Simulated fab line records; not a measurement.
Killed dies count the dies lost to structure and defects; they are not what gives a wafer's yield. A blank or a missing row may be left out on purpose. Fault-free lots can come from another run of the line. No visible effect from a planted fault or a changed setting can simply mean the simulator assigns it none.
A lot that was struck, set against a sound lot / flow sky130 / 17 out of 708 route steps
Sound: these wafers, L737.2, L737.4, L737.5. The struck wafers were L757.3, L757.4, L757.6. At the end, the cause is stated.
For every step that has rows: the tool of each side, followed by ch and its chambers, followed by its first start. Under that, the readings that differ: sound wafers / struck wafers / difference of the means / sigmas: that difference in standard deviations of wafers without a fault.
alike: readings whose means differ by less than 2 such deviations, and words and numbers that are the same on both sides. not compared: withheld readings, readings that some wafer has no value for, bounds like >300 that may hide the same value, and numbers for which the record gives no deviation and whose values overlap.
A row with sigmas, a row that says differs or no value, or rows on one side alone: a step with any of these is where the two part. Numbers that don't overlap but have no deviation are shown without sigmas and don't part them. A reading that every wafer of one side lacks parts them only if that side has two wafers or more.

first, 5 steps without rows for these wafers: SKY_SD_N_COAT_02 (resist thk 1140 nm); SKY_SD_N_SOFTBAKE_03 (time 60 s); SKY_SD_N_EXPOSE_04 (exposes mask NSDM, target cd 380 nm); SKY_SD_N_PEB_05; SKY_SD_N_DEVELOP_06 (develop time 60 s).
SKY_SD_N_CD_MEAS_07: the cd target is 380 nm.
  struck on cd-sem-01, day 34 08:26; sound on cd-sem-01, day 28 01:28
  alike: cd-nm
SKY_SD_N_OVL_MEAS_08:
  struck on overlay-01, day 34 08:31; sound on overlay-02, day 28 01:34
  alike: SD_N_OVL
then, 2 steps without rows for these wafers: SKY_SD_N_IMPLANT_09; SKY_SD_N_IMPLANT_10.
SKY_SD_N_STRIP_11: strips in O2/N2.
  sound on plasma-asher-01 ch 0,1, day 28 01:53; struck on plasma-asher-02 ch 0,1, day 34 08:53
reading=strip-time-to-endpoint-s (s); sound=22.50 22.41 22.49; struck=22.58 22.64 22.58; difference=+0.13; sigmas=+3
  alike: drypump-motor-current-A, o2-flow-sccm, oes-product-au
  not compared: rf-hours-counter-h
SKY_SD_N_TW_MEAS_12:
  struck on film-metro-01, day 34 08:58; sound on film-metro-02, day 28 02:00
reading=SD_N_TW; sound=3947 3949 3920; struck=4018 4009 4019; difference=+77; sigmas=+3
then, 1 step without rows for these wafers: SKY_SD_N_CLEAN_13 (cleans in SC1/SC2, time 150 s).
SKY_SD_N_RTA_14: time 2 s.
  sound on rtp-anneal-02 ch 0, day 28 02:07; struck on rtp-anneal-02 ch 0, day 34 09:05
reading=wafer_temp_C_max; sound=1077.4 1079.9 1078.1; struck=1085.0 1085.4 1086.0; difference=+7.0; sigmas=+6
  alike: lamp-power-pct
SKY_SD_N_RS_MEAS_16: measures by four-point-probe.
  struck on film-metro-01, day 34 09:16; sound on film-metro-01, day 28 02:18
reading=SD_N_RS (ohm/sq); sound=68.76 68.48 68.64; struck=67.49 67.33 67.49; difference=-1.19; sigmas=-7
SKY_SD_N_RS_MEAS_17: measures by four-point-probe.
  struck on film-metro-01, day 34 09:23; sound on film-metro-01, day 28 02:25
reading=SD_P_RS (ohm/sq); sound=147.0 146.8 147.0; struck=141.5 141.6 141.7; difference=-5.3; sigmas=-11
SKY_SD_N_RS_MEAS_18: measures by four-point-probe.
  struck on film-metro-01, day 34 09:31; sound on film-metro-01, day 28 02:32
  alike: RES_XHIGH_RS
-- record jumps: 16 days separate the struck wafers' starts on either side; left off in module SD_N, taken up again in module PAD_OPEN, whose first shown step is the route's number 708 --
SKY_PAD_OPEN_PROBE_99:
  struck on prober-02, day 50 07:46; sound on prober-02, day 45 18:22
reading=model.etest.licon-high-po.rc-ohm; sound=339.5 330.2 337.3; struck=315.7 315.8 317.1; difference=-19.5; sigmas=
reading=model.etest.res-pdiff-hv.rs-ohm-sq; sound=194.3 193.7 194.2; struck=181.2 180.1 182.7; difference=-12.7; sigmas=
reading=model.etest.res-pdiff.rs-ohm-sq; sound=198.4 198.5 199.1; struck=188.6 190 190.2; difference=-9.1; sigmas=
  alike: killed_at_M0_to_M3, killed_at_M4_up, killed-at-contacts, killed-at-front-end, killed-at-other, killed-dies, killed-open, killed-short
  not compared: model.etest.res-xhigh-po.line-ohm-um, model.etest.res-xhigh-po.rs-ohm-sq, model.etest.res-pdiff.line-ohm-um, model.etest.res-high-po.line-ohm-um, model.etest.res-high-po.rs-ohm-sq

WHERE THEY PART
At SKY_SD_N_STRIP_11 first; at SKY_SD_N_RS_MEAS_17 last (within this record only). Later steps at which nothing parts them and some readings are alike: SKY_SD_N_RS_MEAS_18, SKY_PAD_OPEN_PROBE_99.

WHY: the cause the simulator had injected
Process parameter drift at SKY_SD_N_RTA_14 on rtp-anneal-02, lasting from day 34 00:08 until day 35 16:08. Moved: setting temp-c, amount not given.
